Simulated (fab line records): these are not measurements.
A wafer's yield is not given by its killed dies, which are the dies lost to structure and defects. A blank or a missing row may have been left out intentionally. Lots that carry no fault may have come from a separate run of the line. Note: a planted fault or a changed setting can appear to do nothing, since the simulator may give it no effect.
Matching of chambers + flow gf180mcu + GF_V3_ETCH_16 on rieDiel-03 has 4 sister chambers
The step etches BARC in N2/H2. 4 wafers are shown with their chamber, then 9 later ones without.

WAFERS WITH THEIR CHAMBER
| wafer  | chamber | drypumpMotorCurrentA (A) |
|--------|---------|--------------------------|
| L082.3 | 2       | 5.6                      |
| L085.4 | 1       | 5.8                      |
| L085.5 | 3       | 5.5                      |
| L085.6 | 0       | 6.0                      |

WAFERS WITH NO CHAMBER GIVEN
| wafer  | drypumpMotorCurrentA (A) |
|--------|--------------------------|
| L087.1 | 5.9                      |
| L087.2 | 5.5                      |
| L087.6 | 5.8                      |
| L088.2 | 5.6                      |
| L088.3 | 5.5                      |
| L088.6 | 5.8                      |
| L091.2 | 5.5                      |
| L091.5 | 5.9                      |
| L091.6 | 5.8                      |

WHICH CHAMBER EACH WENT THROUGH
| wafer  | from the rows above     | in truth |
|--------|-------------------------|----------|
| L087.1 | can't be placed: 0 or 1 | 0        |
| L087.2 | 3                       | 3        |
| L087.6 | 1                       | 1        |
| L088.2 | 2                       | 2        |
| L088.3 | 3                       | 3        |
| L088.6 | 1                       | 1        |
| L091.2 | 3                       | 3        |
| L091.5 | can't be placed: 0 or 1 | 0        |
| L091.6 | 1                       | 1        |
7 of 9 placed correctly. These rows do not allow placing 2 (true chamber among the candidates in 2). 0 placed wrongly.
How it was worked out, from the rows above alone: a wafer's distance from a chamber is the root of the sum, over the readings, of the square of ((its reading less the chamber's mean) divided by the reading's scatter). The wafer belongs to the nearest chamber; if the next one is less than 2 further off, it can't be placed. For every chamber, the mean is computed from those of its wafers that are shown. The scatter (one wafer shown for each chamber): square how far every hidden wafer sits from the nearest shown wafer, average those squares and take the square root.
